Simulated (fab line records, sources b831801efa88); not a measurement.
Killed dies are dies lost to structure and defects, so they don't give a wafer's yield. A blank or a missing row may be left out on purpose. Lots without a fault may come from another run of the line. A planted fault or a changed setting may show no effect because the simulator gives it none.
Chamber matching | flow sky130 | SKY_METAL4_ETCH_17 on rie_diel-01: 3 sister chambers
The step etches SiO2 in C4F8/O2/Ar, stops on TiN, time 3.9 s, target depth 15 nm. 6 wafers are shown with their chamber, then 6 later ones without.

WAFERS WITH THEIR CHAMBER
wafer  | chamber | oes_product_au (a.u.)
L085.3 | 1       | 0.763
L085.4 | 0       | 0.752
L085.5 | 1       | 0.769
L085.6 | 2       | 0.756
L084.1 | 2       | 0.764
L084.2 | 0       | 0.746

WAFERS WITHOUT THEIR CHAMBER
wafer  | oes_product_au (a.u.)
L084.4 | 0.764
L087.3 | 0.739
L087.5 | 0.744
L087.6 | 0.755
L094.2 | 0.751
L094.4 | 0.750

WHICH CHAMBER EACH WENT THROUGH
wafer  | from the rows above          | in truth
L084.4 | can't be placed: 1 or 2      | 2
L087.3 | 0                            | 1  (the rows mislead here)
L087.5 | 0                            | 0
L087.6 | can't be placed: 2 or 0 or 1 | 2
L094.2 | can't be placed: 0 or 2      | 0
L094.4 | can't be placed: 0 or 2      | 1
Placed correctly: 1 of 6. Can't be placed from these rows: 4 (the true chamber is among the candidates in 3). Placed wrongly: 1.
How it was worked out, from the rows above alone: a wafer's distance from a chamber is the root of the sum, over the readings, of the square of ((its reading less the chamber's mean) divided by the reading's scatter). The wafer belongs to the nearest chamber; if the next one is less than 2 further off, it can't be placed. A chamber's mean is the mean of its shown wafers. The scatter: the root of (the sum of the squares of (reading less its chamber's mean) over the shown wafers, divided by (wafers less chambers)).
